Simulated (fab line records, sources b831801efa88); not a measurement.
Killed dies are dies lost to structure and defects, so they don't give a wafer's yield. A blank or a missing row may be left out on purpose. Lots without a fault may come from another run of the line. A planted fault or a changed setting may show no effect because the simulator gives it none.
Chamber matching | flow gf180mcu | GF_V3_CMP_04 on cmp-01: 4 sister chambers
The step polishes SiO2. 16 wafers are shown with their chamber, then 8 later ones without.

WAFERS WITH THEIR CHAMBER
wafer  | chamber | motor_current_A (A) | time_to_endpoint_s (s) | retaining_ring_pressure_frac
L237.1 | 3       | 13.0                | 81                     | 0.994
L237.2 | 2       | 13.3                | 78                     | 1.000
L237.6 | 1       | 11.6                | 95                     | 0.997
L241.2 | 0       | 13.0                | 82                     | 0.999
L241.3 | 1       | 11.4                | 90                     | 0.999
L241.6 | 2       | 12.8                | 81                     | 0.999
L249.2 | 0       | 13.9                | 73                     | 1.000
L249.4 | 3       | 12.9                | 79                     | 0.998
L249.5 | 0       | 13.4                | 79                     | 0.998
L250.2 | 3       | 12.9                | 73                     | 0.997
L250.5 | 3       | 13.3                | 79                     | 1.009
L250.6 | 2       | 12.9                | 82                     | 0.990
L251.2 | 0       | 13.4                | 74                     | 0.994
L251.4 | 1       | 11.3                | 87                     | 1.004
L251.6 | 0       | 13.2                | 86                     | 1.005
L253.4 | 0       | 14.3                | 79                     | 0.998

SIGNATURES (means of the wafers above)
reading                      | chamber 0 | chamber 1 | chamber 2 | chamber 3 | scatter within a chamber
motor_current_A              | 13.533    | 11.433    | 13.000    | 13.025    | 0.347
time_to_endpoint_s           | 78.83     | 90.67     | 80.33     | 78.00     | 4.04
retaining_ring_pressure_frac | 0.99900   | 1.00000   | 0.99633   | 0.99950   | 0.00483
Rule: a wafer's distance from a chamber is the root of the sum, over the readings, of the square of ((its reading less the chamber's mean) divided by the reading's scatter). The wafer belongs to the nearest chamber; if the next one is less than 2 further off, it can't be placed. The scatter: the root of (the sum of the squares of (reading less its chamber's mean) over the shown wafers, divided by (wafers less chambers)).

WAFERS WITHOUT THEIR CHAMBER
wafer  | motor_current_A (A) | time_to_endpoint_s (s) | retaining_ring_pressure_frac
L253.5 | 12.5                | 77                     | 1.010
L253.6 | 13.8                | 84                     | 1.000
L255.2 | 13.0                | 80                     | 0.995
L255.3 | 11.5                | 93                     | 0.997
L255.4 | 13.4                | 82                     | 1.003
L256.2 | 11.4                | 94                     | 0.999
L256.4 | 13.1                | 82                     | 0.996
L256.6 | 14.4                | 83                     | 1.003

WHICH CHAMBER EACH WENT THROUGH
wafer  | from the rows above          | in truth
L253.5 | can't be placed: 3 or 2 or 0 | 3
L253.6 | can't be placed: 0 or 2 or 3 | 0
L255.2 | can't be placed: 2 or 3 or 0 | 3
L255.3 | 1                            | 1
L255.4 | can't be placed: 0 or 3 or 2 | 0
L256.2 | 1                            | 1
L256.4 | can't be placed: 2 or 3 or 0 | 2
L256.6 | can't be placed: 0 or 3 or 2 | 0
Placed correctly: 2 of 8. Can't be placed from these rows: 6 (the true chamber is among the candidates in 6). Placed wrongly: 0.
